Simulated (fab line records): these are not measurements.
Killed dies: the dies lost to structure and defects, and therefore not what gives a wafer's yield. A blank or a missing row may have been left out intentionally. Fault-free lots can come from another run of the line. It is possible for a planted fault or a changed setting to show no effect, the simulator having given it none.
Matching of chambers -- flow sky130 -- cmp-02 running SKY_CONTACT_CMP_04: 4 sister chambers
The step polishes SiO2. 14 wafers are shown with their chamber, then 7 later ones without.

== EACH WAFER AND ITS CHAMBER ==
wafer,chamber,motor-current-A (A),time-to-endpoint-s (s),slurry-flow-ml-min
L936.1,2,12.0,86,150.4
L936.2,1,13.1,90,149.0
L936.3,3,11.2,91,149.2
L937.1,3,11.7,90,150.4
L937.2,2,11.6,85,150.2
L937.6,3,10.7,90,150.0
L939.1,0,11.4,92,149.6
L939.3,2,12.2,89,149.6
L939.6,3,11.0,87,150.6
L938.2,3,11.3,88,150.0
L938.3,2,11.7,83,150.2
L938.5,1,13.2,87,149.8
L943.1,0,11.8,91,149.2
L943.4,1,13.1,89,149.5

SIGNATURES, as means of the wafers listed above
reading,chamber 0,chamber 1,chamber 2,chamber 3,scatter within a chamber
motor-current-A,11.600,13.133,11.875,11.180,0.294
time-to-endpoint-s,91.50,88.67,85.75,89.20,1.86
slurry-flow-ml-min,149.400,149.433,150.100,150.040,0.438
Rule: a wafer's distance from a chamber is the root of the sum, over the readings, of the square of ((its reading less the chamber's mean) divided by the reading's scatter). If the next closest chamber is less than 2 further off than the closest, the wafer can't be placed; otherwise it belongs to the closest. The scatter: take each reading less its chamber's mean, square it, sum over the shown wafers, divide by the number of wafers less the number of chambers, and take the root.

== WAFERS MISSING THEIR CHAMBER ==
wafer,motor-current-A (A),time-to-endpoint-s (s),slurry-flow-ml-min
L943.5,11.3,90,149.8
L957.2,11.6,87,150.3
L957.5,14.3,91,150.5
L957.6,12.3,86,150.3
L956.3,13.3,88,149.6
L956.5,12.1,83,150.7
L956.6,13.3,87,149.6

== THE CHAMBER EACH PASSED THROUGH ==
wafer,from the rows above,in truth
L943.5,can't be placed: 3 or 0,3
L957.2,can't be placed: 2 or 3 or 0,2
L957.5,1,1
L957.6,2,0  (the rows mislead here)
L956.3,1,1
L956.5,2,2
L956.6,1,1
4 of 7 placed correctly. Cannot be placed on the basis of these rows: 2; the candidates contain the true chamber in 2. 1 placed wrongly.
